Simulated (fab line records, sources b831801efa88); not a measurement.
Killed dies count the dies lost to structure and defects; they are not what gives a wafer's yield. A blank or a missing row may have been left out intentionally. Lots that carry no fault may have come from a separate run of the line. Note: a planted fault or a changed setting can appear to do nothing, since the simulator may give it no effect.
Comparing a struck lot with a sound one | flow sky130 | 15 out of 708 route steps
Sound: wafers L938.4, L938.5, L938.6. Struck: wafers L939.3, L939.4, L939.5. The cause is given at the end.
For every step that has rows: the tool of each side, followed by ch and its chambers, followed by its first start. Under that, the readings that differ: sound wafers | struck wafers | difference of the means | sigmas: that difference in standard deviations of wafers without a fault.
alike: a reading whose means differ by less than 2 such deviations, as well as words and numbers matching on both sides. not compared: withheld readings; readings where some wafer has no value; bounds like >300 that might hide an equal value; numbers whose values overlap and for which the record gives no deviation.
A row with sigmas, a row that says differs or no value, or rows on one side alone: a step with any of these is where the two part. Numbers that have no deviation but don't overlap get no sigmas and don't part them. A reading that every wafer of one side lacks parts them only if that side has two wafers or more.

SKY_METAL2_SPUTTER_02: material AlCu, target thk 250 nm, time 13.3 s.
  sound: pvd_sputter-02 at day 36 14:16; struck: pvd_sputter-02 at day 37 00:58
  alike: throttle_valve_pct
SKY_METAL2_SPUTTER_03: material Ti, target thk 5 nm, time 3.3 s.
  sound: pvd_sputter-02 at day 36 14:18; struck: pvd_sputter-02 at day 37 01:00
  alike: throttle_valve_pct
SKY_METAL2_SPUTTER_04: material TiN, target thk 70 nm, time 58.3 s.
  sound: pvd_sputter-02 at day 36 14:19; struck: pvd_sputter-02 at day 37 01:01
  alike: throttle_valve_pct
SKY_METAL2_RS_MEAS_05: a four-point-probe measurement.
  sound: film_metro-04 at day 36 14:25; struck: film_metro-04 at day 37 01:07
  alike: METAL2_ALCU_RS
SKY_METAL2_THK_MEAS_06: measures by xrf.
  sound: film_metro-04 at day 36 14:31; struck: film_metro-04 at day 37 01:13
  alike: METAL2_ALCU_THK
then, 7 steps without rows for these wafers: SKY_METAL2_DEHYDRATE_07 (time 60 s); SKY_METAL2_HMDS_08 (prime time 60 s); SKY_METAL2_COAT_09 (resist thk 60 nm); SKY_METAL2_COAT_10 (resist thk 450 nm); SKY_METAL2_SOFTBAKE_11 (time 90 s); SKY_METAL2_EXPOSE_12 (exposes mask MM2, target cd 140 nm); SKY_METAL2_PEB_13.
SKY_METAL2_DEVELOP_14: develop time 60 s.
  sound on litho_track-01 ch 0, day 37 15:00; struck on litho_track-01 ch 0, day 38 02:00
  reading              | sound             | struck            | difference | sigmas
  developer_temp_C (C) | 20.99 21.06 21.05 | 21.71 21.65 21.82 | +0.69      | +6
SKY_METAL2_CD_MEAS_15: the cd target is 140 nm.
  sound: cd_sem-01 at day 37 16:08; struck: cd_sem-01 at day 38 02:34
  alike: cd_nm
-- the record jumps here: 10 days lie between the struck wafers' starts before and after (it left off in module METAL2 and takes up again in module PAD_OPEN, whose first step shown is number 708 of the route) --
SKY_PAD_OPEN_PROBE_99:
  sound: prober-02 at day 47 17:13; struck: prober-01 at day 47 23:53
  alike: defect_limited_yield, killed_at_M0_to_M3, killed_at_M4_up, killed_at_contacts, killed_at_front_end, killed_at_other, killed_dies, killed_open, killed_short, sort_bin_3_pad_short, sort_bin_5_function, sort_bin_6_memory, sort_bin_8_speed, sort_n_pass, sort_yield_pct

## WHERE THEY PART
SKY_METAL2_DEVELOP_14 only, going by this record. Later steps at which nothing parts them and some readings are alike: SKY_METAL2_CD_MEAS_15, SKY_PAD_OPEN_PROBE_99.

WHY: the cause the simulator had injected
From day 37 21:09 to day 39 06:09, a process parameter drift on litho_track-01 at SKY_METAL2_DEVELOP_14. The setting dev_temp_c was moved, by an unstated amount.
